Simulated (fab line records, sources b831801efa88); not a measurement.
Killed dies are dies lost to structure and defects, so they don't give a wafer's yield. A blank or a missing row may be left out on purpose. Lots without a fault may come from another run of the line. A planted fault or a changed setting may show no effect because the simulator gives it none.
Chamber matching | flow sky130 | SKY_FIELD_ISO_ETCH_15 on rie_diel-04: 4 sister chambers
The step etches the open film in CHF3/O2, stops on Si, target depth 180 nm, time 72 s. 16 wafers are shown with their chamber, then 8 later ones without.

WAFERS WITH THEIR CHAMBER
wafer  | chamber | rf_fwd_power_W (W) | bias_w (W) | throttle_valve_pct (%)
L391.3 | 3       | 596.6              | 199.8      | 8.851
L391.4 | 2       | 591.5              | 200.5      | 8.831
L391.6 | 3       | 596.4              | 199.5      | 8.843
L394.3 | 2       | 593.0              | 200.3      | 8.847
L394.5 | 3       | 593.3              | 199.1      | 8.844
L394.6 | 2       | 593.1              | 200.4      | 8.848
L395.2 | 2       | 595.8              | 200.2      | 8.844
L395.4 | 1       | 600.1              | 200.0      | 8.853
L395.6 | 0       | 597.5              | 200.4      | 8.841
L396.2 | 2       | 588.6              | 200.7      | 8.839
L396.4 | 3       | 595.5              | 200.2      | 8.857
L396.5 | 2       | 593.9              | 200.5      | 8.848
L397.2 | 0       | 601.2              | 201.0      | 8.839
L397.4 | 3       | 595.6              | 200.0      | 8.840
L397.5 | 3       | 594.4              | 199.9      | 8.856
L404.3 | 1       | 597.4              | 200.3      | 8.836

SIGNATURES (means of the wafers above)
reading            | chamber 0 | chamber 1 | chamber 2 | chamber 3 | scatter within a chamber
rf_fwd_power_W     | 599.350   | 598.750   | 592.650   | 595.300   | 2
bias_w             | 200.700   | 200.150   | 200.433   | 199.750   | 0.31
throttle_valve_pct | 8.84000   | 8.84450   | 8.84283   | 8.84850   | 0.00725
Rule: a wafer's distance from a chamber is the root of the sum, over the readings, of the square of ((its reading less the chamber's mean) divided by the reading's scatter). The wafer belongs to the nearest chamber; if the next one is less than 2 further off, it can't be placed. The scatter: the root of (the sum of the squares of (reading less its chamber's mean) over the shown wafers, divided by (wafers less chambers)).

WAFERS WITHOUT THEIR CHAMBER
wafer  | rf_fwd_power_W (W) | bias_w (W) | throttle_valve_pct (%)
L404.4 | 592.9              | 200.7      | 8.831
L404.5 | 597.3              | 199.6      | 8.847
L405.3 | 593.6              | 198.7      | 8.843
L405.4 | 594.7              | 200.4      | 8.848
L405.6 | 594.6              | 199.5      | 8.842
L409.1 | 595.8              | 200.2      | 8.833
L409.4 | 599.7              | 201.2      | 8.852
L409.5 | 595.1              | 199.1      | 8.835

WHICH CHAMBER EACH WENT THROUGH
wafer  | from the rows above               | in truth
L404.4 | can't be placed: 2 or 0           | 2
L404.5 | can't be placed: 3 or 1           | 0
L405.3 | can't be placed: 3 or 1           | 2
L405.4 | can't be placed: 2 or 3 or 1 or 0 | 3
L405.6 | can't be placed: 3 or 1 or 2      | 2
L409.1 | can't be placed: 1 or 2 or 0 or 3 | 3
L409.4 | can't be placed: 0 or 1           | 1
L409.5 | can't be placed: 3 or 1 or 2      | 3
Placed correctly: 0 of 8. Can't be placed from these rows: 8 (the true chamber is among the candidates in 6). Placed wrongly: 0.
